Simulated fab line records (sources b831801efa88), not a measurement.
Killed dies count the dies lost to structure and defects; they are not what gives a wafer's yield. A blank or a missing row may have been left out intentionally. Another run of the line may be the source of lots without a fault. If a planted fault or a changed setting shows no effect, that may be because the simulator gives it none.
Chamber matching || flow sky130 || SKY_CONTACT_ETCH_17 on rie-diel-02: 4 sister chambers
The step etches SiO2 in C4F8/O2/Ar, stops on Si3N4, target depth 340 nm. 8 wafers are shown with their chamber, then 7 later ones without.

## WAFERS, EACH WITH ITS CHAMBER
{"wafer": "L414.4", "chamber": 3, "rf-fwd-power-W (W)": 1496, "oes-product-au (a.u.)": 0.895}
{"wafer": "L415.1", "chamber": 0, "rf-fwd-power-W (W)": 1497, "oes-product-au (a.u.)": 0.900}
{"wafer": "L417.4", "chamber": 2, "rf-fwd-power-W (W)": 1491, "oes-product-au (a.u.)": 0.889}
{"wafer": "L420.1", "chamber": 0, "rf-fwd-power-W (W)": 1493, "oes-product-au (a.u.)": 0.903}
{"wafer": "L420.3", "chamber": 3, "rf-fwd-power-W (W)": 1497, "oes-product-au (a.u.)": 0.898}
{"wafer": "L420.6", "chamber": 1, "rf-fwd-power-W (W)": 1485, "oes-product-au (a.u.)": 0.887}
{"wafer": "L427.1", "chamber": 1, "rf-fwd-power-W (W)": 1486, "oes-product-au (a.u.)": 0.892}
{"wafer": "L427.2", "chamber": 2, "rf-fwd-power-W (W)": 1497, "oes-product-au (a.u.)": 0.893}

## WAFERS WITHOUT THEIR CHAMBER
{"wafer": "L427.5", "rf-fwd-power-W (W)": 1484, "oes-product-au (a.u.)": 0.877}
{"wafer": "L433.1", "rf-fwd-power-W (W)": 1490, "oes-product-au (a.u.)": 0.893}
{"wafer": "L433.2", "rf-fwd-power-W (W)": 1487, "oes-product-au (a.u.)": 0.891}
{"wafer": "L433.5", "rf-fwd-power-W (W)": 1497, "oes-product-au (a.u.)": 0.893}
{"wafer": "L432.1", "rf-fwd-power-W (W)": 1493, "oes-product-au (a.u.)": 0.887}
{"wafer": "L432.3", "rf-fwd-power-W (W)": 1494, "oes-product-au (a.u.)": 0.895}
{"wafer": "L432.5", "rf-fwd-power-W (W)": 1492, "oes-product-au (a.u.)": 0.883}

## EACH ONE'S CHAMBER
{"wafer": "L427.5", "from the rows above": "can't be placed: 1 or 2", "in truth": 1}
{"wafer": "L433.1", "from the rows above": "can't be placed: 2 or 1 or 3 or 0", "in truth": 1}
{"wafer": "L433.2", "from the rows above": "can't be placed: 1 or 2", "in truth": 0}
{"wafer": "L433.5", "from the rows above": "can't be placed: 3 or 2 or 0", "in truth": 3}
{"wafer": "L432.1", "from the rows above": "can't be placed: 2 or 1", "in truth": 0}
{"wafer": "L432.3", "from the rows above": "can't be placed: 3 or 2 or 0", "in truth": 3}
{"wafer": "L432.5", "from the rows above": "can't be placed: 2 or 1", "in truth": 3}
Correct placement for 0 of the 7. These rows do not allow placing 7 (true chamber among the candidates in 4). Placed wrongly: 0.
How it was worked out, from the rows above alone: a wafer's distance from a chamber is the root of the sum, over the readings, of the square of ((its reading less the chamber's mean) divided by the reading's scatter). The wafer belongs to the nearest chamber; if the next one is less than 2 further off, it can't be placed. A chamber's mean is the mean of its shown wafers. The scatter: the root of (the sum of the squares of (reading less its chamber's mean) over the shown wafers, divided by (wafers less chambers)).
